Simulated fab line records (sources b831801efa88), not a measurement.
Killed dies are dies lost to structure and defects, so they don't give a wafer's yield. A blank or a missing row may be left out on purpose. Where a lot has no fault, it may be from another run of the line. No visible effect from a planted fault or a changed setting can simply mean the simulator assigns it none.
Split-lot experiment || flow sky130 || 23 wafers read across 5 lots, on a route 708 steps long

## THE SPLIT ITSELF
At SKY_VIA2_CVD_21 (deposits W, target thk 420 nm, time 126.4 s), the setting temp c was moved away from the recipe's 400 C on 9 of the 23 wafers read, by -2.1% to +2.6%. For the rest of the wafers, this setting stayed at what the recipe calls for.

## FROM THE SPLIT ON TO THE READING: in between, the file shows 1 step
- SKY_VIA2_RS_MEAS_22: measures by four-point-probe

## THE READING
VIA2_W_THK, in nm, at SKY_VIA2_THK_MEAS_23 (measures by xrf). A value of 418 nm with a standard deviation of 10 nm is what fault-free wafers of this fab line usually give.

{"wafer": "L074.1", "tool, chamber at the split": "cvd w-02, 0", "temp c as run, C": 400, "against the recipe": "recipe", "VIA2_W_THK, nm": 415, "against lot-mates on the recipe": "-"}
{"wafer": "L074.2", "tool, chamber at the split": "cvd w-02, 1", "temp c as run, C": 400, "against the recipe": "recipe", "VIA2_W_THK, nm": 412, "against lot-mates on the recipe": "-"}
{"wafer": "L074.6", "tool, chamber at the split": "cvd w-02, 1", "temp c as run, C": 400, "against the recipe": "recipe", "VIA2_W_THK, nm": 414, "against lot-mates on the recipe": "-"}
{"wafer": "L080.2", "tool, chamber at the split": "cvd w-02, 1", "temp c as run, C": 400, "against the recipe": "recipe", "VIA2_W_THK, nm": 412, "against lot-mates on the recipe": "-"}
{"wafer": "L080.3", "tool, chamber at the split": "cvd w-02, 1", "temp c as run, C": 400, "against the recipe": "recipe", "VIA2_W_THK, nm": 412, "against lot-mates on the recipe": "-"}
{"wafer": "L080.4", "tool, chamber at the split": "cvd w-02, 0", "temp c as run, C": 391.5, "against the recipe": "-2.1%", "VIA2_W_THK, nm": 355, "against lot-mates on the recipe": -57}
{"wafer": "L080.5", "tool, chamber at the split": "cvd w-02, 1", "temp c as run, C": 391.5, "against the recipe": "-2.1%", "VIA2_W_THK, nm": 348, "against lot-mates on the recipe": -64}
{"wafer": "L080.6", "tool, chamber at the split": "cvd w-02, 0", "temp c as run, C": 391.5, "against the recipe": "-2.1%", "VIA2_W_THK, nm": 350, "against lot-mates on the recipe": -62}
{"wafer": "L081.1", "tool, chamber at the split": "cvd w-01, 1", "temp c as run, C": 410.2, "against the recipe": "+2.6%", "VIA2_W_THK, nm": 497, "against lot-mates on the recipe": "+76"}
{"wafer": "L081.2", "tool, chamber at the split": "cvd w-01, 0", "temp c as run, C": 400, "against the recipe": "recipe", "VIA2_W_THK, nm": 419, "against lot-mates on the recipe": "-"}
{"wafer": "L081.4", "tool, chamber at the split": "cvd w-01, 1", "temp c as run, C": 400, "against the recipe": "recipe", "VIA2_W_THK, nm": 424, "against lot-mates on the recipe": "-"}
{"wafer": "L081.5", "tool, chamber at the split": "cvd w-01, 0", "temp c as run, C": 410.2, "against the recipe": "+2.6%", "VIA2_W_THK, nm": 504, "against lot-mates on the recipe": "+82"}
{"wafer": "L081.6", "tool, chamber at the split": "cvd w-01, 1", "temp c as run, C": 410.2, "against the recipe": "+2.6%", "VIA2_W_THK, nm": 503, "against lot-mates on the recipe": "+82"}
{"wafer": "L082.1", "tool, chamber at the split": "cvd w-02, 1", "temp c as run, C": 405.1, "against the recipe": "+1.3%", "VIA2_W_THK, nm": 445, "against lot-mates on the recipe": "+37"}
{"wafer": "L082.3", "tool, chamber at the split": "cvd w-02, 1", "temp c as run, C": 405.1, "against the recipe": "+1.3%", "VIA2_W_THK, nm": 442, "against lot-mates on the recipe": "+34"}
{"wafer": "L082.4", "tool, chamber at the split": "cvd w-02, 0", "temp c as run, C": 405.1, "against the recipe": "+1.3%", "VIA2_W_THK, nm": 435, "against lot-mates on the recipe": "+27"}
{"wafer": "L082.5", "tool, chamber at the split": "cvd w-02, 1", "temp c as run, C": 400, "against the recipe": "recipe", "VIA2_W_THK, nm": 408, "against lot-mates on the recipe": "-"}
{"wafer": "L082.6", "tool, chamber at the split": "cvd w-02, 0", "temp c as run, C": 400, "against the recipe": "recipe", "VIA2_W_THK, nm": 408, "against lot-mates on the recipe": "-"}
{"wafer": "L085.1", "tool, chamber at the split": "cvd w-01, 0", "temp c as run, C": 400, "against the recipe": "recipe", "VIA2_W_THK, nm": 418, "against lot-mates on the recipe": "-"}
{"wafer": "L085.2", "tool, chamber at the split": "cvd w-01, 1", "temp c as run, C": 400, "against the recipe": "recipe", "VIA2_W_THK, nm": 409, "against lot-mates on the recipe": "-"}
{"wafer": "L085.3", "tool, chamber at the split": "cvd w-01, 0", "temp c as run, C": 400, "against the recipe": "recipe", "VIA2_W_THK, nm": 414, "against lot-mates on the recipe": "-"}
{"wafer": "L085.5", "tool, chamber at the split": "cvd w-01, 0", "temp c as run, C": 400, "against the recipe": "recipe", "VIA2_W_THK, nm": 418, "against lot-mates on the recipe": "-"}
{"wafer": "L085.6", "tool, chamber at the split": "cvd w-01, 1", "temp c as run, C": 400, "against the recipe": "recipe", "VIA2_W_THK, nm": 411, "against lot-mates on the recipe": "-"}

FIT RESULTS
A straight line over all 23 wafers: VIA2_W_THK changes by +30.9 nm for each +1% of temp c; r = +0.98; the points scatter about the line by 7.3 nm.
The same after taking each lot's own level away (the mean of its wafers on the recipe; 23 wafers): +29.6 nm for each +1%; r = +0.99; scatter 4 nm.
The reading moves by 76 nm for the largest change in temp c, on that fit.
The span of the lots' own levels, 408.0 to 421.5 nm, comes to 1.4 times the standard deviation stated above.
Hence the lot-to-lot level has little effect on the slope; both slopes agree.
Check: for one of the wafers moved furthest among these (+2.6%), held out of the fit, the line's prediction against its lot-mates is +75.7 nm. Against them it came out at +75.5 nm.

## OTHER SPLITS APPLIED TO THESE WAFERS
Before the reading, these wafers also passed through other splits. Each is held against what the fit with the lots' levels taken away leaves over:
{"other split on the same wafers": "SKY_METAL2_ETCH_18 ion energy ev", "wafers away from the commonest value": 7, "r with VIA2_W_THK (lot level and that fit taken away)": "+0.32"}
{"other split on the same wafers": "SKY_VIA2_CMP_02 leave above ref nm", "wafers away from the commonest value": 8, "r with VIA2_W_THK (lot level and that fit taken away)": -0.02}
{"other split on the same wafers": "SKY_VIA2_ETCH_14 ion energy ev", "wafers away from the commonest value": 7, "r with VIA2_W_THK (lot level and that fit taken away)": -0.42}

## THE WHOLE CHAIN: every reading that the file lists as answering this split, in the file's order
{"step": "SKY_VIA2_CVD_21", "what it does": "deposits W, target thk 420 nm, time 126.4 s", "reading": "W_of_VIA2_CVD_21.thk nm (the simulator's own value, which no gauge read)", "change (the file's fit)": "+30.7 nm for each +1% of the setting", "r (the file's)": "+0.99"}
{"step": "SKY_VIA2_RS_MEAS_22", "what it does": "measures by four-point-probe", "reading": "VIA2_W_RS", "change (the file's fit)": "-0.0192 for each +1% of the setting", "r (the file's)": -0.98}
{"step": "SKY_VIA2_THK_MEAS_23", "what it does": "measures by xrf", "reading": "VIA2_W_THK", "change (the file's fit)": "+29.7 for each +1% of the setting", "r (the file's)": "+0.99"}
{"step": "SKY_VIA2_CMP_24", "what it does": "polishes, stops on SiO2, t overpolish 20 s, target thk 0 nm", "reading": "time to endpoint s", "change (the file's fit)": "withheld for each +1% of the setting", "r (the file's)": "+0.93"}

## THE FILE'S OWN FIT
VIA2_W_THK changes by +29.7 nm for each +1% of temp c, r = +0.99.
